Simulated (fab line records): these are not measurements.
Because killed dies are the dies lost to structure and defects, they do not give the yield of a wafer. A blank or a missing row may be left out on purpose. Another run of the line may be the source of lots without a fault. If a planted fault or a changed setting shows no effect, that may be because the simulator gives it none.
Which of the tools did it? | flow gf180mcu | 18 wafers from 6 lots sampled at 2 of the route's 602 steps

WHAT THE GAUGES READ, wafer by wafer
GF_STI_THK_MEAS_24.
lot  | measured    | on            | STI_CVD_23_THK (nm)
L260 | day 2 23:59 | film-metro-02 | 647 651 645
L264 | day 3 22:02 | film-metro-04 | 648 648 643
L266 | day 4 07:28 | film-metro-04 | 305 628 304
L269 | day 4 22:01 | film-metro-04 | 635 302 639
L275 | day 6 06:22 | film-metro-02 | 632 627 640
L277 | day 6 15:14 | film-metro-02 | 638 643 641

TOOL THAT RAN EACH LOT (tool first, then ch and the chambers of the sampled wafers, then the start)
lot  | GF_STI_CVD_23
L260 | hdpcvd-01 ch 0,1,2, day 2 23:53
L264 | hdpcvd-01 ch 0,1, day 3 21:56
L266 | hdpcvd-01 ch 0,2, day 4 07:23
L269 | hdpcvd-01 ch 0,1, day 4 21:56
L275 | hdpcvd-02 ch 0,1, day 6 06:17
L277 | hdpcvd-02 ch 0,2, day 6 15:09
- GF_STI_CVD_23: deposits SiO2, target thk 650 nm, time 108.3 s.

THE ANSWER, worked out from the rows above alone
Rule: usual is defined by the lots themselves. The widest of any qualifying gaps counts: lots, ordered by their means at a reading, are off when they make up no more than a third of the lots, leave a main group of 4 or more, and stand apart from it by 3 or more times the standard deviation of that group's means. Not used: any main group whose means are identical at the precision the tables above print for the reading. A lot without any number at a reading at which 4 lots or more have one is off too. The other lots that the step has rows for count as sound.
Off: L266, L269, at GF_STI_THK_MEAS_24 (STI_CVD_23_THK). Main group: mean 642 nm, sd 5.8.
A tool fits if, at a process step before that reading, it ran every lot that is off, and no sound lot after the first of them. The gauges at GF_STI_THK_MEAS_24 are tried like those tools. 2 tools fit, hdpcvd-01 at GF_STI_CVD_23 and film-metro-04 at GF_STI_THK_MEAS_24, so this cannot tell which one it is.

WHAT WAS PUT IN BY THE SIMULATOR
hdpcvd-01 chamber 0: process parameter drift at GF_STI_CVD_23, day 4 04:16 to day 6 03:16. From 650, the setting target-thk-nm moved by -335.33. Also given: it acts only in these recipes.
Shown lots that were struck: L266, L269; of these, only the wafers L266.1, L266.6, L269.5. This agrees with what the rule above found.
